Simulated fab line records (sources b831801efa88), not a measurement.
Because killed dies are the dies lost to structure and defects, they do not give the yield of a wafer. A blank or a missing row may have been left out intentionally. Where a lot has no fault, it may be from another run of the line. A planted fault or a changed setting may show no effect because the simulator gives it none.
Which of the tools did it? / flow gf180mcu / 24 lots, 72 wafers sampled, at 5 steps of a route of 602

WHAT THE GAUGES READ, wafer by wafer
GF_STI_THK_MEAS_02. Usual: STI_OXIDATION_THK typically reads 10.00 nm, with standard deviation 0.21.
lot=L074; measured=day 1 14:02; on=film_metro-03; STI_OXIDATION_THK (nm)=10.12 10.23 10.25; flag=
lot=L075; measured=day 1 17:38; on=film_metro-02; STI_OXIDATION_THK (nm)=10.19 10.07 10.10; flag=
lot=L076; measured=day 1 21:50; on=film_metro-03; STI_OXIDATION_THK (nm)=10.06 9.87 9.69; flag=
lot=L077; measured=day 2 02:57; on=film_metro-02; STI_OXIDATION_THK (nm)=10.15 10.00 10.23; flag=
lot=L078; measured=day 2 07:35; on=film_metro-02; STI_OXIDATION_THK (nm)=9.94 10.16 10.02; flag=
lot=L079; measured=day 2 12:38; on=film_metro-03; STI_OXIDATION_THK (nm)=9.94 9.76 9.75; flag=
lot=L080; measured=day 2 17:32; on=film_metro-03; STI_OXIDATION_THK (nm)=10.11 10.08 9.87; flag=
lot=L081; measured=day 2 22:40; on=film_metro-02; STI_OXIDATION_THK (nm)=9.98 10.05 9.85; flag=
lot=L082; measured=day 3 04:24; on=film_metro-02; STI_OXIDATION_THK (nm)=10.55 10.45 10.39; flag=
lot=L083; measured=day 3 09:59; on=film_metro-03; STI_OXIDATION_THK (nm)=10.32 10.06 10.23; flag=
lot=L084; measured=day 3 13:31; on=film_metro-02; STI_OXIDATION_THK (nm)=10.01 9.98 9.93; flag=
lot=L085; measured=day 3 18:31; on=film_metro-04; STI_OXIDATION_THK (nm)=9.90 10.09 9.89; flag=
lot=L086; measured=day 4 00:31; on=film_metro-04; STI_OXIDATION_THK (nm)=10.25 10.19 10.37; flag=
lot=L087; measured=day 4 06:49; on=film_metro-04; STI_OXIDATION_THK (nm)=9.79 9.57 9.74; flag=
lot=L088; measured=day 4 12:43; on=film_metro-04; STI_OXIDATION_THK (nm)=9.97 10.13 10.27; flag=
lot=L089; measured=day 4 17:31; on=film_metro-03; STI_OXIDATION_THK (nm)=10.08 10.07 10.31; flag=
lot=L090; measured=day 4 21:28; on=film_metro-02; STI_OXIDATION_THK (nm)=9.91 9.73 9.83; flag=
lot=L091; measured=day 5 00:56; on=film_metro-02; STI_OXIDATION_THK (nm)=9.98 9.96 9.89; flag=
lot=L092; measured=day 5 05:31; on=film_metro-03; STI_OXIDATION_THK (nm)=10.14 10.08 9.86; flag=
lot=L093; measured=day 5 10:31; on=film_metro-03; STI_OXIDATION_THK (nm)=10.02 9.98 10.03; flag=
lot=L094; measured=day 5 15:31; on=film_metro-02; STI_OXIDATION_THK (nm)=9.83 9.84 9.82; flag=
lot=L095; measured=day 5 21:25; on=film_metro-02; STI_OXIDATION_THK (nm)=9.78 9.69 9.71; flag=
lot=L096; measured=day 6 01:54; on=film_metro-04; STI_OXIDATION_THK (nm)=10.20 10.02 10.13; flag=
lot=L097; measured=day 6 08:34; on=film_metro-03; STI_OXIDATION_THK (nm)=9.55 9.57 9.93; flag=

GF_NWELL_TW_MEAS_11. Usual: NWELL_TW typically reads 1565, with standard deviation 13.
lot=L074; measured=day 3 10:11; on=film_metro-01; NWELL_TW=1566 1575 1574; flag=
lot=L075; measured=day 3 13:32; on=film_metro-01; NWELL_TW=1567 1574 1569; flag=
lot=L076; measured=day 3 19:14; on=film_metro-04; NWELL_TW=1550 1545 1545; flag=
lot=L077; measured=day 3 22:56; on=film_metro-04; NWELL_TW=1546 1554 1545; flag=
lot=L078; measured=day 4 04:02; on=film_metro-01; NWELL_TW=1586 1575 1582; flag=
lot=L079; measured=day 4 11:31; on=film_metro-04; NWELL_TW=1545 1543 1551; flag=
lot=L080; measured=day 4 15:43; on=film_metro-04; NWELL_TW=1542 1540 1547; flag=
lot=L081; measured=day 4 20:11; on=film_metro-04; NWELL_TW=1548 1551 1559; flag=
lot=L082; measured=day 5 04:17; on=film_metro-04; NWELL_TW=1545 1555 1558; flag=
lot=L083; measured=day 5 13:49; on=film_metro-04; NWELL_TW=1553 1545 1544; flag=
lot=L084; measured=day 5 22:31; on=film_metro-01; NWELL_TW=1576 1581 1584; flag=
lot=L085; measured=day 5 23:34; on=film_metro-03; NWELL_TW=1569 1565 1569; flag=
lot=L086; measured=day 6 01:51; on=film_metro-03; NWELL_TW=1577 1570 1572; flag=
lot=L087; measured=day 6 07:55; on=film_metro-04; NWELL_TW=1557 1553 1559; flag=
lot=L088; measured=day 6 14:17; on=film_metro-01; NWELL_TW=1585 1584 1576; flag=
lot=L089; measured=day 6 19:36; on=film_metro-04; NWELL_TW=1569 1549 1567; flag=
lot=L090; measured=day 7 06:16; on=film_metro-03; NWELL_TW=1567 1564 1561; flag=
lot=L091; measured=day 7 05:12; on=film_metro-01; NWELL_TW=1577 1577 1576; flag=
lot=L092; measured=day 7 09:35; on=film_metro-03; NWELL_TW=1580 1576 1574; flag=
lot=L093; measured=day 7 14:47; on=film_metro-01; NWELL_TW=1582 1577 1569; flag=
lot=L094; measured=day 7 21:38; on=film_metro-03; NWELL_TW=1572 1576 1569; flag=
lot=L095; measured=day 8 04:23; on=film_metro-01; NWELL_TW=1575 1580 1580; flag=
lot=L096; measured=day 8 08:48; on=film_metro-01; NWELL_TW=1575 1574 1577; flag=
lot=L097; measured=day 8 16:23; on=film_metro-04; NWELL_TW=1549 1552 1557; flag=

GF_HV_LDD_THK_MEAS_57. Usual: HV_LDD_CVD_56_THK typically reads 90.0 nm, with standard deviation 0.66.
lot=L074; measured=day 12 13:52; on=film_metro-04; HV_LDD_CVD_56_THK (nm)=90.1 90.0 90.1; flag=
lot=L075; measured=day 12 21:37; on=film_metro-04; HV_LDD_CVD_56_THK (nm)=91.2 90.2 90.9; flag=
lot=L076; measured=day 13 03:23; on=film_metro-04; HV_LDD_CVD_56_THK (nm)=88.8 89.4 89.1; flag=
lot=L077; measured=day 13 08:04; on=film_metro-01; HV_LDD_CVD_56_THK (nm)=91.5 90.7 91.2; flag=
lot=L078; measured=day 13 19:25; on=film_metro-03; HV_LDD_CVD_56_THK (nm)=89.7 89.7 90.2; flag=
lot=L079; measured=day 14 04:14; on=film_metro-04; HV_LDD_CVD_56_THK (nm)=88.1 89.3 88.7; flag=
lot=L080; measured=day 14 11:41; on=film_metro-01; HV_LDD_CVD_56_THK (nm)=88.8 90.1 90.1; flag=
lot=L081; measured=day 14 15:37; on=film_metro-01; HV_LDD_CVD_56_THK (nm)=89.7 90.2 90.0; flag=
lot=L082; measured=day 15 03:34; on=film_metro-01; HV_LDD_CVD_56_THK (nm)=90.2 90.7 90.5; flag=
lot=L083; measured=day 15 18:41; on=film_metro-01; HV_LDD_CVD_56_THK (nm)=91.1 89.7 90.7; flag=
lot=L084; measured=day 16 05:22; on=film_metro-01; HV_LDD_CVD_56_THK (nm)=90.2 89.9 90.9; flag=
lot=L085; measured=day 16 08:24; on=film_metro-01; HV_LDD_CVD_56_THK (nm)=90.0 90.0 89.7; flag=
lot=L086; measured=day 16 09:14; on=film_metro-01; HV_LDD_CVD_56_THK (nm)=89.3 89.8 90.4; flag=
lot=L087; measured=day 16 21:25; on=film_metro-03; HV_LDD_CVD_56_THK (nm)=89.8 89.4 90.1; flag=
lot=L088; measured=day 17 08:31; on=film_metro-01; HV_LDD_CVD_56_THK (nm)=90.6 90.2 90.8; flag=
lot=L089; measured=day 17 17:16; on=film_metro-01; HV_LDD_CVD_56_THK (nm)=88.2 89.5 89.4; flag=
lot=L090; measured=day 18 07:32; on=film_metro-03; HV_LDD_CVD_56_THK (nm)=89.8 89.5 89.7; flag=
lot=L091; measured=day 18 04:32; on=film_metro-03; HV_LDD_CVD_56_THK (nm)=90.7 90.4 89.6; flag=
lot=L092; measured=day 18 13:50; on=film_metro-04; HV_LDD_CVD_56_THK (nm)=89.8 89.4 89.9; flag=
lot=L093; measured=day 18 23:39; on=film_metro-01; HV_LDD_CVD_56_THK (nm)=89.8 89.2 89.1; flag=
lot=L094; measured=day 19 11:37; on=film_metro-01; HV_LDD_CVD_56_THK (nm)=90.4 88.9 91.2; flag=
lot=L095; measured=day 19 21:16; on=film_metro-01; HV_LDD_CVD_56_THK (nm)=90.8 89.9 90.1; flag=
lot=L096; measured=day 20 07:22; on=film_metro-03; HV_LDD_CVD_56_THK (nm)=90.9 90.8 90.1; flag=
lot=L097; measured=day 20 16:57; on=film_metro-04; HV_LDD_CVD_56_THK (nm)=90.1 90.0 89.8; flag=

GF_NSD_OVL_MEAS_08. Usual: NSD_OVL typically reads -0.9 nm, with standard deviation 1.3.
lot=L074; measured=day 13 10:23; on=overlay-01; NSD_OVL (nm)=-1.6 0.5 0.3; flag=
lot=L075; measured=day 13 17:47; on=overlay-02; NSD_OVL (nm)=-1.3 -1.1 -0.3; flag=
lot=L076; measured=day 13 23:50; on=overlay-01; NSD_OVL (nm)=1.4 1.6 -0.2; flag=
lot=L077; measured=day 14 04:40; on=overlay-01; NSD_OVL (nm)=-0.3 -1.3 0.4; flag=
lot=L078; measured=day 14 16:11; on=overlay-01; NSD_OVL (nm)=0.2 -0.7 -1.4; flag=
lot=L079; measured=day 15 00:50; on=overlay-02; NSD_OVL (nm)=0.4 -0.8 -1.9; flag=
lot=L080; measured=day 15 08:29; on=overlay-02; NSD_OVL (nm)=0.8 -0.3 1.1; flag=
lot=L081; measured=day 15 11:53; on=overlay-02; NSD_OVL (nm)=-1.2 -2.8 -3.3; flag=
lot=L082; measured=day 16 00:37; on=overlay-02; NSD_OVL (nm)=-2.1 -1.8 -3.1; flag=
lot=L083; measured=day 16 15:53; on=overlay-01; NSD_OVL (nm)=-0.2 -0.5 1.0; flag=
lot=L084; measured=day 17 03:25; on=overlay-02; NSD_OVL (nm)=-2.2 -2.0 -1.4; flag=
lot=L085; measured=day 17 06:13; on=overlay-02; NSD_OVL (nm)=-1.9 0.0 -1.3; flag=
lot=L086; measured=day 17 07:10; on=overlay-02; NSD_OVL (nm)=-0.3 -1.7 -0.3; flag=
lot=L087; measured=day 17 20:27; on=overlay-01; NSD_OVL (nm)=-2.0 -2.1 -0.9; flag=
lot=L088; measured=day 18 07:22; on=overlay-02; NSD_OVL (nm)=-1.0 -2.5 -1.0; flag=
lot=L089; measured=day 18 16:16; on=overlay-01; NSD_OVL (nm)=-0.5 -2.6 -0.3; flag=
lot=L090; measured=day 19 07:02; on=overlay-01; NSD_OVL (nm)=-0.9 -0.7 -1.3; flag=
lot=L091; measured=day 19 03:55; on=overlay-02; NSD_OVL (nm)=-1.1 -2.3 -2.8; flag=
lot=L092; measured=day 19 14:29; on=overlay-01; NSD_OVL (nm)=-0.3 -2.5 1.7; flag=
lot=L093; measured=day 20 00:26; on=overlay-02; NSD_OVL (nm)=-2.5 -2.4 -2.4; flag=
lot=L094; measured=day 20 11:52; on=overlay-02; NSD_OVL (nm)=1.7 1.0 0.9; flag=
lot=L095; measured=day 20 20:58; on=overlay-02; NSD_OVL (nm)=-1.1 -0.9 -3.0; flag=
lot=L096; measured=day 21 06:44; on=overlay-02; NSD_OVL (nm)=-1.7 -1.8 -0.1; flag=
lot=L097; measured=day 21 16:08; on=overlay-01; NSD_OVL (nm)=-1.5 -0.5 -0.2; flag=

GF_V1_OVL_MEAS_15. Usual: V1_OVL typically reads 6 nm, with standard deviation 5.4.
lot=L074; measured=day 18 03:41; on=overlay-01; V1_OVL (nm)=4 10 16; flag=
lot=L075; measured=day 18 12:25; on=overlay-01; V1_OVL (nm)=1 4 9; flag=
lot=L076; measured=day 18 17:26; on=overlay-01; V1_OVL (nm)=-3 0 2; flag=
lot=L077; measured=day 18 23:22; on=overlay-01; V1_OVL (nm)=15 9 14; flag=
lot=L078; measured=day 19 14:47; on=overlay-01; V1_OVL (nm)=6 12 0; flag=
lot=L079; measured=day 19 23:11; on=overlay-02; V1_OVL (nm)=14 4 6; flag=
lot=L080; measured=day 20 07:43; on=overlay-02; V1_OVL (nm)=2 2 2; flag=
lot=L081; measured=day 20 12:11; on=overlay-01; V1_OVL (nm)=-6 3 0; flag=
lot=L082; measured=day 21 03:22; on=overlay-01; V1_OVL (nm)=6 1 4; flag=
lot=L083; measured=day 21 20:38; on=overlay-01; V1_OVL (nm)=1 9 3; flag=
lot=L084; measured=day 22 07:28; on=overlay-02; V1_OVL (nm)=9 9 5; flag=
lot=L085; measured=day 22 09:44; on=overlay-01; V1_OVL (nm)=11 10 16; flag=
lot=L086; measured=day 22 14:28; on=overlay-01; V1_OVL (nm)=3 4 0; flag=
lot=L087; measured=day 23 01:56; on=overlay-02; V1_OVL (nm)=1 10 4; flag=
lot=L088; measured=day 23 11:49; on=overlay-01; V1_OVL (nm)=9 7 4; flag=
lot=L089; measured=day 23 20:58; on=overlay-01; V1_OVL (nm)=8 16 5; flag=
lot=L090; measured=day 24 09:15; on=overlay-01; V1_OVL (nm)=16 8 16; flag=
lot=L091; measured=day 24 07:05; on=overlay-02; V1_OVL (nm)=3 -2 -3; flag=
lot=L092; measured=day 24 16:07; on=overlay-01; V1_OVL (nm)=10 8 14; flag=
lot=L093; measured=day 25 01:16; on=overlay-02; V1_OVL (nm)=1 2 1; flag=
lot=L094; measured=day 25 10:38; on=overlay-02; V1_OVL (nm)=3 4 -1; flag=
lot=L095; measured=day 25 18:29; on=overlay-01; V1_OVL (nm)=-3 6 8; flag=
lot=L096; measured=day 26 02:14; on=overlay-01; V1_OVL (nm)=7 12 10; flag=
lot=L097; measured=day 26 09:58; on=overlay-02; V1_OVL (nm)=15 13 4; flag=

WHAT TOOL EACH LOT RAN ON (gives the tool, then ch and the chambers of the sampled wafers, and finally the start)
No process step before these readings appears in the record.

AS READ BY THE TOOLS THEMSELVES (means over the sampled wafers that have a number; for cases with no such wafer, the mark the record gives instead)
The record holds no such reading with a usual standard deviation.

THE ANSWER, worked out from the rows above alone
Rule: a lot is off if the mean of its wafers that have a number lies more than 3 standard deviations from the usual mean. A lot without any number at a reading at which 4 lots or more have one is off too. Any other lot the step has rows for is counted as sound. First the gauges in route order, then the tools' own readings, where a lot's mean is used as printed above. At the first step where some lot is off, the reading lying furthest off is the one used; lots without a number count as furthest.
No lot is off at any reading shown: from this, nothing can be told.

WHAT THE SIMULATOR HAD INSERTED
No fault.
